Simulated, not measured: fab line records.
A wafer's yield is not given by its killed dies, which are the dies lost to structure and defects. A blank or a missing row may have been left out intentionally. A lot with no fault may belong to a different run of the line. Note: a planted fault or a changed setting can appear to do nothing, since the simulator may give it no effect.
Which tool was responsible? ; flow sfqLine ; 39 wafers from 13 lots sampled at 4 of the route's 325 steps

## WHAT THE GAUGES READ, wafer by wafer
SFQ_M8_OVL_MEAS_948.
lot;measured;on;M8_OVL (nm)
L287;day 80 15:27;overlay-01;6 4 0
L288;day 80 16:38;overlay-01;-6 -10 -2
L289;day 80 21:26;overlay-02;-3 -5 0
L290;day 81 05:50;overlay-02;3 3 2
L296;day 83 15:26;overlay-02;5 3 7
L303;day 91 02:04;overlay-01;3 -4 2
L304;day 91 08:11;overlay-01;-5 1 -6
L305;day 91 09:23;overlay-01;-1 1 8
L306;day 91 11:48;overlay-01;2 -3 0
L307;day 91 14:11;overlay-01;5 4 2
L308;day 91 16:35;overlay-02;7 5 5
L309;day 91 21:23;overlay-02;6 5 1
L310;day 92 05:55;overlay-02;-4 -8 -3

SFQ_M8_THK_MEAS_950: measures by xrf.
lot;measured;on;M8_AU_THK (nm)
L287;day 80 16:21;filmMetro-03;178.7 183.9 182.4
L288;day 80 17:32;filmMetro-04;176.7 179.4 176.5
L289;day 80 22:20;filmMetro-03;180.1 179.0 175.9
L290;day 81 06:44;filmMetro-02;180.8 180.0 183.0
L296;day 83 16:20;filmMetro-02;179.5 181.8 182.6
L303;day 91 02:58;filmMetro-04;179.0 178.9 178.0
L304;day 91 09:06;filmMetro-02;183.0 184.0 182.0
L305;day 91 10:18;filmMetro-02;182.5 182.4 180.9
L306;day 91 12:43;filmMetro-04;181.5 181.6 180.6
L307;day 91 15:06;filmMetro-03;175.5 175.1 177.1
L308;day 91 17:29;filmMetro-03;179.9 182.0 179.2
L309;day 91 22:18;filmMetro-02;181.4 183.4 184.1
L310;day 92 06:49;filmMetro-03;182.8 180.6 180.6

## WHAT TOOL EACH LOT RAN ON (gives the tool, then ch and the chambers of the sampled wafers, and finally the start)
lot;SFQ_TRILAYER_M6_STRIP_STRIP_163;SFQ_TRILAYER_I7_CMP_CMP_184
L287;rieMetal-03 ch 0,1, day 71 21:22;cmp-01 ch 0,1,3, day 76 16:18
L288;rieMetal-01 ch 0,1, day 72 07:01;cmp-01 ch 0,1,3, day 76 20:17
L289;rieMetal-04 ch 0,1, day 72 10:34;cmp-02 ch 0,1,2, day 77 01:30
L290;rieMetal-03 ch 0,1, day 72 11:50;cmp-01 ch 1,2,3, day 77 08:17
L296;rieMetal-04 ch 1, day 78 09:50;cmp-01 ch 0,2, day 79 01:04
L303;rieMetal-04 ch 1, day 79 23:27;cmp-02 ch 1,2,3, day 87 15:43
L304;rieMetal-01 ch 0,1, day 80 00:39;cmp-01 ch 0,2,3, day 87 18:17
L305;rieMetal-04 ch 0,1, day 80 06:39;cmp-01 ch 0,3, day 87 21:17
L306;rieMetal-01 ch 0,1, day 80 08:03;cmp-02 ch 1,2,3, day 88 00:43
L307;rieMetal-01 ch 0,1, day 80 10:21;cmp-01 ch 0,2,3, day 88 03:22
L308;rieMetal-01 ch 0,1, day 80 12:45;cmp-02 ch 0,2,3, day 88 02:53
L309;rieMetal-04 ch 0,1, day 80 16:21;cmp-01 ch 0,3, day 88 07:01
L310;rieMetal-03 ch 0,1, day 81 08:35;cmp-02 ch 0,2,3, day 88 18:49
- SFQ_TRILAYER_M6_STRIP_STRIP_163: strips in O2.
- SFQ_TRILAYER_I7_CMP_CMP_184: polishes SiO2.

## WHAT THE TOOLS THEMSELVES READ (means of the sampled wafers that have a number; where no wafer has one, the mark that the record gives instead)
SFQ_TRILAYER_M6_STRIP_STRIP_163.
lot;tool;drypumpMotorCurrentA (A);heBacksideLeakSccm (sccm);oesProductAu (a.u.)
L287;rieMetal-03;5.8;3.6;0.992
L288;rieMetal-01;5.9;3.5;0.996
L289;rieMetal-04;5.2;3.6;0.992
L290;rieMetal-03;5.8;3.6;0.981
L296;rieMetal-04;4.9;3.9;1.000
L303;rieMetal-04;4.9;2.9;1.011
L304;rieMetal-01;5.8;4.0;1.002
L305;rieMetal-04;5.3;3.4;1.007
L306;rieMetal-01;5.9;3.9;1.002
L307;rieMetal-01;5.9;3.9;1.004
L308;rieMetal-01;5.9;3.5;1.009
L309;rieMetal-04;5.1;3.3;0.998
L310;rieMetal-03;5.4;3.4;0.986

SFQ_TRILAYER_I7_CMP_CMP_184.
lot;tool;headPressurePsi (psi);motorCurrentA (A);timeToEndpointS (s)
L287;cmp-01;2.999;11.0;224
L288;cmp-01;3.001;10.9;218
L289;cmp-02;2.997;9.3;222
L290;cmp-01;3.000;10.7;231
L296;cmp-01;3.171;11.4;211
L303;cmp-02;3.005;9.9;216
L304;cmp-01;2.997;11.5;229
L305;cmp-01;3.000;11.6;231
L306;cmp-02;2.998;9.8;216
L307;cmp-01;3.003;11.2;232
L308;cmp-02;2.998;10.0;219
L309;cmp-01;3.003;12.0;228
L310;cmp-02;3.001;9.5;216

## THE ANSWER, worked out from the rows above alone
Rule: the usual values come from the lots themselves. Put in order of their means at a reading, lots are off if they are a third of the lots or fewer, leave a main group of 4 or more, and stand apart from it by a gap of 3 or more times the standard deviation of the main group's means; of several such gaps the widest counts. If all means in a main group match to the digits the tables above print for the reading, that group is not used. A lot without any number at a reading at which 4 lots or more have one is off too. The other lots that the step has rows for count as sound. First the gauges in route order, then the tools' own readings, where a lot's mean is used as printed above. The first step at which some lot is off is used, and at that step the reading that is off furthest; a lot without a number counts as furthest.
Off: L296, at SFQ_TRILAYER_I7_CMP_CMP_184 (headPressurePsi). The main group: mean 3.000 psi, standard deviation 0.0024.
A tool fits if, at that step or a process step before it, it ran every lot that is off, and no sound lot after the first of them. None of those tried fits.

## WHAT HAD BEEN PUT IN BY THE SIMULATOR
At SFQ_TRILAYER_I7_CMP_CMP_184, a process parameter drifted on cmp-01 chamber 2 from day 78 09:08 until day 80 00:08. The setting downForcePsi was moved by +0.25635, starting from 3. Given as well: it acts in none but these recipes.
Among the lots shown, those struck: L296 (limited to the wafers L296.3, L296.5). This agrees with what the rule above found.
